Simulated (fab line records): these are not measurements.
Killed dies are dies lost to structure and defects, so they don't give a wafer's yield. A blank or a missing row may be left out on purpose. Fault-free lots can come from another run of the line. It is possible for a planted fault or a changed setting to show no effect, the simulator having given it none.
Matching of chambers    flow sky130    SKY_FIELD_ISO_ETCH_15 on rieDiel-04: 4 sister chambers
The step etches the open film in CHF3/O2, stops on Si, target depth 180 nm, time 72 s. 4 wafers are shown with their chamber, then 7 later ones without.

## WAFERS, EACH WITH ITS CHAMBER
wafer   chamber  drypumpMotorCurrentA (A)
L088.5  3        6.4
L088.6  0        5.2
L089.1  2        6.2
L089.2  1        5.7

## WAFERS WHOSE CHAMBER IS MISSING
wafer   drypumpMotorCurrentA (A)
L089.5  6.2
L093.1  6.4
L093.4  5.7
L093.5  5.3
L095.2  6.4
L095.3  5.3
L095.6  5.3

## EACH ONE'S CHAMBER
wafer   from the rows above  in truth
L089.5  2                    2
L093.1  3                    3
L093.4  1                    1
L093.5  0                    0
L095.2  3                    3
L095.3  0                    0
L095.6  0                    0
Correctly placed: 7 of 7. Can't be placed from these rows: 0. 0 placed wrongly.
How it was worked out, from the rows above alone: a wafer's distance from a chamber is the root of the sum, over the readings, of the square of ((its reading less the chamber's mean) divided by the reading's scatter). The wafer belongs to the nearest chamber; if the next one is less than 2 further off, it can't be placed. A chamber's mean is the mean of its shown wafers. The scatter: with one shown wafer a chamber, the root of the mean of the squares of how far each hidden wafer lies from its nearest shown one.
